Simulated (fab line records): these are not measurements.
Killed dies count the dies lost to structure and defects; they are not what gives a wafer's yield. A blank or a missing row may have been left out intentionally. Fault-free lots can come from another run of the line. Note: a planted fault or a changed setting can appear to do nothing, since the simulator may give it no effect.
Matching of chambers + flow sky130 + SKY_CONTACT_CMP_04 on cmp-01: 4 sister chambers
The step polishes SiO2. 4 wafers are shown with their chamber, then 8 later ones without.

## WAFERS WITH THEIR CHAMBER
| wafer  | chamber | motor current A (A) |
|--------|---------|---------------------|
| L959.1 | 3       | 10.9                |
| L959.2 | 1       | 11.4                |
| L959.4 | 2       | 10.8                |
| L960.2 | 0       | 11.4                |

## WAFERS MISSING THEIR CHAMBER
| wafer  | motor current A (A) |
|--------|---------------------|
| L960.4 | 11.1                |
| L960.5 | 10.9                |
| L963.2 | 11.1                |
| L963.3 | 11.1                |
| L963.6 | 11.2                |
| L967.2 | 10.5                |
| L967.3 | 11.5                |
| L967.6 | 11.1                |

## EACH ONE'S CHAMBER
| wafer  | from the rows above               | in truth |
|--------|-----------------------------------|----------|
| L960.4 | can't be placed: 3 or 2 or 0 or 1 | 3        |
| L960.5 | can't be placed: 3 or 2           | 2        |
| L963.2 | can't be placed: 3 or 2 or 0 or 1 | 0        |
| L963.3 | can't be placed: 3 or 2 or 0 or 1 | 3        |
| L963.6 | can't be placed: 0 or 1 or 3 or 2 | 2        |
| L967.2 | can't be placed: 2 or 3           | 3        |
| L967.3 | can't be placed: 0 or 1           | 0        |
| L967.6 | can't be placed: 3 or 2 or 0 or 1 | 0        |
0 of 8 placed correctly. Unplaceable from these rows: 8, with the true chamber sitting among the candidates in 8. 0 placed wrongly.
How it was worked out, from the rows above alone: a wafer's distance from a chamber is the root of the sum, over the readings, of the square of ((its reading less the chamber's mean) divided by the reading's scatter). The wafer belongs to the nearest chamber; if the next one is less than 2 further off, it can't be placed. Each chamber's mean is taken over the wafers shown for it. The scatter (one wafer shown for each chamber): square how far every hidden wafer sits from the nearest shown wafer, average those squares and take the square root.
